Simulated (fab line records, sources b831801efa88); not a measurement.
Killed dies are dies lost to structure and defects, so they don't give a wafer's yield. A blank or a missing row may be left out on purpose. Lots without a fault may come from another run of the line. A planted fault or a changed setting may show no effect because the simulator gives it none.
Chamber matching | flow gf180mcu | GF_V2_CVD_02 on pecvd-03: 3 sister chambers
The step deposits SiO2 from TEOS, target thk 850 nm, time 94.851 s. 14 wafers are shown with their chamber, then 7 later ones without.

WAFERS WITH THEIR CHAMBER
wafer  | chamber | heater_power_w (W)
L074.2 | 2       | 586
L074.3 | 1       | 673
L074.4 | 0       | 738
L077.2 | 0       | 733
L077.3 | 1       | 659
L077.6 | 2       | 661
L080.1 | 1       | 649
L080.2 | 2       | 687
L080.6 | 0       | 764
L083.1 | 0       | 764
L083.3 | 2       | 702
L083.5 | 2       | 721
L089.1 | 2       | 610
L089.5 | 2       | 652

SIGNATURES (means of the wafers above)
reading        | chamber 0 | chamber 1 | chamber 2 | scatter within a chamber
heater_power_w | 749.75    | 660.33    | 659.86    | 37.4
Rule: a wafer's distance from a chamber is the root of the sum, over the readings, of the square of ((its reading less the chamber's mean) divided by the reading's scatter). The wafer belongs to the nearest chamber; if the next one is less than 2 further off, it can't be placed. The scatter: the root of (the sum of the squares of (reading less its chamber's mean) over the shown wafers, divided by (wafers less chambers)).

WAFERS WITHOUT THEIR CHAMBER
wafer  | heater_power_w (W)
L089.6 | 741
L090.2 | 610
L090.3 | 618
L090.4 | 654
L091.2 | 683
L091.3 | 645
L091.6 | 706

WHICH CHAMBER EACH WENT THROUGH
wafer  | from the rows above          | in truth
L089.6 | can't be placed: 0 or 1 or 2 | 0
L090.2 | can't be placed: 2 or 1      | 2
L090.3 | can't be placed: 2 or 1      | 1
L090.4 | can't be placed: 2 or 1      | 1
L091.2 | can't be placed: 1 or 2 or 0 | 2
L091.3 | can't be placed: 2 or 1      | 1
L091.6 | can't be placed: 0 or 1 or 2 | 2
Placed correctly: 0 of 7. Can't be placed from these rows: 7 (the true chamber is among the candidates in 7). Placed wrongly: 0.
